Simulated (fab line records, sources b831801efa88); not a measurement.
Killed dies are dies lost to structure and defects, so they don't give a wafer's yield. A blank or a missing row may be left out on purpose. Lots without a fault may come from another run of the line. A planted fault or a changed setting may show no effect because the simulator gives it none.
Which tool did it? | flow sky130 | 13 lots, 39 wafers sampled, at 5 steps of a route of 708

WHAT THE GAUGES READ, wafer by wafer
SKY_METAL1_CD_MEAS_15: target cd 140 nm.
lot  | measured     | on        | cd_nm (nm)
L120 | day 32 20:33 | cd_sem-01 | 141.6 140.5 141.2
L121 | day 33 06:26 | cd_sem-01 | 140.6 141.4 140.8
L122 | day 33 15:50 | cd_sem-02 | 140.7 141.6 140.5
L123 | day 33 22:41 | cd_sem-02 | 137.4 139.6 138.3
L124 | day 34 10:08 | cd_sem-02 | 137.2 138.8 138.7
L125 | day 34 23:49 | cd_sem-02 | 143.6 141.9 141.7
L127 | day 35 01:44 | cd_sem-01 | 139.7 139.9 139.5
L128 | day 36 09:40 | cd_sem-01 | 142.4 141.9 140.2
L130 | day 36 11:49 | cd_sem-02 | 142.2 141.9 141.9
L131 | day 36 16:29 | cd_sem-02 | 139.4 139.8 139.7
L137 | day 38 08:11 | cd_sem-01 | 140.5 139.2 139.8
L142 | day 39 23:03 | cd_sem-02 | 140.0 140.2 138.3
L143 | day 39 23:44 | cd_sem-01 | 140.3 139.4 140.5

SKY_VIA1_CD_MEAS_12: target cd 150 nm.
lot  | measured     | on        | cd_nm (nm)
L120 | day 34 01:37 | cd_sem-02 | 148.5 150.5 149.5
L121 | day 34 10:41 | cd_sem-01 | 150.6 152.2 151.4
L122 | day 34 19:47 | cd_sem-01 | 151.3 150.8 151.3
L123 | day 35 02:59 | cd_sem-02 | 149.3 149.2 148.0
L124 | day 35 13:56 | cd_sem-01 | 151.0 151.4 149.3
L125 | day 36 03:05 | cd_sem-01 | 149.1 151.2 149.6
L127 | day 36 05:54 | cd_sem-01 | 150.4 150.6 150.2
L128 | day 37 12:59 | cd_sem-01 | 152.1 152.4 150.3
L130 | day 37 15:59 | cd_sem-01 | 150.2 149.4 150.3
L131 | day 37 20:14 | cd_sem-02 | 149.1 148.4 147.6
L137 | day 39 10:26 | cd_sem-02 | 154.0 151.1 150.8
L142 | day 41 01:15 | cd_sem-02 | 149.7 151.1 148.6
L143 | day 41 02:25 | cd_sem-02 | 149.1 148.1 147.0

SKY_METAL2_OVL_MEAS_16.
lot  | measured     | on         | METAL2_OVL (nm)
L120 | day 35 06:47 | overlay-02 | 8 5 6
L121 | day 35 15:26 | overlay-01 | -2 -3 -6
L122 | day 35 23:57 | overlay-01 | 7 5 5
L123 | day 36 07:37 | overlay-01 | 8 3 6
L124 | day 36 19:07 | overlay-01 | 2 1 3
L125 | day 37 07:27 | overlay-01 | 4 10 7
L127 | day 37 10:07 | overlay-02 | 9 11 10
L128 | day 38 16:01 | overlay-01 | 7 7 2
L130 | day 38 19:16 | overlay-01 | 6 5 2
L131 | day 38 23:53 | overlay-01 | 7 3 0
L137 | day 40 12:55 | overlay-02 | -2 5 1
L142 | day 42 02:54 | overlay-02 | 7 5 -3
L143 | day 42 04:11 | overlay-02 | 1 6 4

SKY_VIA2_THK_MEAS_01.
lot  | measured     | on            | VIA2_HDPCVD_THK (nm)
L120 | day 35 07:44 | film_metro-02 | 1187 1178 1186
L121 | day 35 16:23 | film_metro-04 | 1192 1201 1177
L122 | day 36 00:54 | film_metro-02 | 1196 1183 1178
L123 | day 36 09:04 | film_metro-02 | 1183 1182 1182
L124 | day 36 20:10 | film_metro-02 | 1168 1164 1177
L125 | day 37 08:23 | film_metro-02 | 1186 1189 1196
L127 | day 37 11:05 | film_metro-02 | 1181 1204 1172
L128 | day 38 16:57 | film_metro-04 | 1177 1169 1164
L130 | day 38 20:29 | film_metro-01 | 2335 2326 2366
L131 | day 39 00:50 | film_metro-01 | 1185 1170 1196
L137 | day 40 14:11 | film_metro-01 | 2310 2358 2300
L142 | day 42 03:59 | film_metro-04 | 1186 1161 1182
L143 | day 42 05:11 | film_metro-02 | 1152 1158 1157

WHICH TOOL RAN EACH LOT (tool, then ch and the chambers of the sampled wafers, then the start)
lot  | SKY_VIA2_HDPCVD_00
L120 | hdpcvd-02 ch 0,1,2, day 35 07:37
L121 | hdpcvd-01 ch 0,1,2, day 35 16:15
L122 | hdpcvd-01 ch 0,2, day 36 00:46
L123 | hdpcvd-01 ch 0,2, day 36 08:56
L124 | hdpcvd-02 ch 0,1,2, day 36 20:04
L125 | hdpcvd-01 ch 0,1,2, day 37 08:16
L127 | hdpcvd-01 ch 0,2, day 37 10:57
L128 | hdpcvd-01 ch 1,2, day 38 16:49
L130 | hdpcvd-01 ch 0,1,2, day 38 20:04
L131 | hdpcvd-01 ch 0,1,2, day 39 00:42
L137 | hdpcvd-01 ch 0,1, day 40 13:46
L142 | hdpcvd-02 ch 0,1,2, day 42 03:51
L143 | hdpcvd-01 ch 0,2, day 42 05:00
- SKY_VIA2_HDPCVD_00: deposits SiO2, target thk 1180 nm, time 196.7 s.

WHAT THE TOOLS THEMSELVES READ (means of the sampled wafers that have a number; where no wafer has one, the mark that the record gives instead)
The record holds no such reading with a usual standard deviation.

THE ANSWER, worked out from the rows above alone
Rule: what is usual is taken from the lots themselves. Put in order of their means at a reading, lots are off if they are a third of the lots or fewer, leave a main group of 4 or more, and stand apart from it by a gap of 3 or more times the standard deviation of the main group's means; of several such gaps the widest counts. A main group whose means are all the same, to the digits that the tables above print for the reading, isn't used. A lot without any number at a reading at which 4 lots or more have one is off too. The other lots that the step has rows for count as sound. The gauges are gone through in route order, then the tools' own readings, and for those a lot's mean is taken as printed above. The first step at which some lot is off is used, and at that step the reading that is off furthest; a lot without a number counts as furthest.
Off: L130, L137, at SKY_VIA2_THK_MEAS_01 (VIA2_HDPCVD_THK). The main group: mean 1179 nm, standard deviation 10.
A tool fits if, at a process step before that reading, it ran every lot that is off, and no sound lot after the first of them. The gauges at SKY_VIA2_THK_MEAS_01 are tried like those tools. None of those tried fits.

WHAT THE SIMULATOR HAD PUT IN
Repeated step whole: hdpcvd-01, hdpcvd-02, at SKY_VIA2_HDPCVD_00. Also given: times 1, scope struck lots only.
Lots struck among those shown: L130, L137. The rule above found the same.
